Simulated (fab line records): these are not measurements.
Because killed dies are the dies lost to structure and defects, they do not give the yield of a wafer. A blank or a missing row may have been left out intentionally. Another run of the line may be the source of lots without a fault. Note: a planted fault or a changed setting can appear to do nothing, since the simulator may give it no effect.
Comparing a struck lot with a sound one ; flow sky130 ; 15 steps out of a route of 708
Sound: the wafers L488.1, L488.5, L488.6. Wafers L496.1, L496.2, L496.5 were the ones struck. The cause comes at the end.
For every step that has rows: the tool of each side, followed by ch and its chambers, followed by its first start. Under that, the readings that differ: sound wafers ; struck wafers ; difference of the means ; sigmas: that difference in standard deviations of wafers without a fault.
alike: same words and numbers on both sides, and readings whose means sit less than 2 such deviations apart. not compared: any withheld reading, any reading some wafer has no value for, any bound like >300 that may hide the same value, and any number with overlapping values for which the record gives no deviation.
A row with sigmas, a row that says differs or no value, or rows on one side alone: a step with any of these is where the two part. Numbers that have no deviation but don't overlap get no sigmas and don't part them. Lack of a reading on every wafer of one side parts them only where that side has two or more wafers.

first, 1 step without rows for these wafers: SKY_LDD_HVP_IMPLANT_08.
SKY_LDD_HVP_STRIP_09: strips in O2/N2.
  sound on plasma-asher-03 ch 0,1, day 22 04:31; struck on plasma-asher-03 ch 0,1, day 25 03:43
  alike: drypump-motor-current-A, oes-product-au, strip-time-to-endpoint-s
  not compared: rf-hours-counter-h
SKY_LDD_HVP_TW_MEAS_10:
  sound: film-metro-01 at day 22 04:37; struck: film-metro-04 at day 25 03:49
  alike: LDD_HVP_TW
then, 7 steps without rows for these wafers: SKY_LDD_LDN_DEHYDRATE_00 (time 60 s); SKY_LDD_LDN_HMDS_01 (prime time 60 s); SKY_LDD_LDN_COAT_02 (resist thk 1140 nm); SKY_LDD_LDN_SOFTBAKE_03 (time 60 s); SKY_LDD_LDN_EXPOSE_04 (exposes mask LDNTM, target cd 700 nm); SKY_LDD_LDN_PEB_05; SKY_LDD_LDN_DEVELOP_06 (develop time 60 s).
SKY_LDD_LDN_OVL_MEAS_07:
  sound: overlay-01 at day 23 11:20; struck: overlay-01 at day 26 08:35
  alike: LDD_LDN_OVL
next, for these wafers, 1 step has no rows: SKY_LDD_LDN_IMPLANT_08.
SKY_LDD_LDN_IMPLANT_09:
  sound on implanter-03 ch 0, day 23 11:31; struck on implanter-04 ch 0, day 26 08:46
reading;sound;struck;difference;sigmas
beam-energy-keV;15.003 15.006 15.001;17.398 17.394 17.396;+2.393;+99 or more
model.implant.rp-nm (nm);12.86 12.86 12.86;13.88 13.88 13.88;+1.02;
model.implant.drp-nm (nm);5.933 5.933 5.933;6.554 6.554 6.554;+0.621;
next, for these wafers, 1 step has no rows: SKY_LDD_LDN_IMPLANT_10.
-- here the record skips 22 days between the struck wafers' starts before and after, leaving off in module LDD_LDN and picking up in module PAD_OPEN (first step shown: number 708 of the route) --
SKY_PAD_OPEN_PROBE_99:
  sound: prober-01 at day 46 01:42; struck: prober-01 at day 48 05:13
reading;sound;struck;difference;sigmas
model.etest.tip-sonos.rs-ohm-sq;2758 2783 2707;2544 2487 2489;-243;
  alike: killed_at_M0_to_M3, killed_at_M4_up, killed-at-contacts, killed-at-front-end, killed-at-other, killed-dies, killed-on-rim, killed-open, killed-short

WHERE THEY PART
Only at SKY_LDD_LDN_IMPLANT_09, within this record. Later steps at which nothing parts them and some readings are alike: SKY_PAD_OPEN_PROBE_99.

WHY: what the simulator had put in
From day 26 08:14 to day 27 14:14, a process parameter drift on implanter-04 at SKY_LDD_LDN_IMPLANT_09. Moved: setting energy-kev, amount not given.
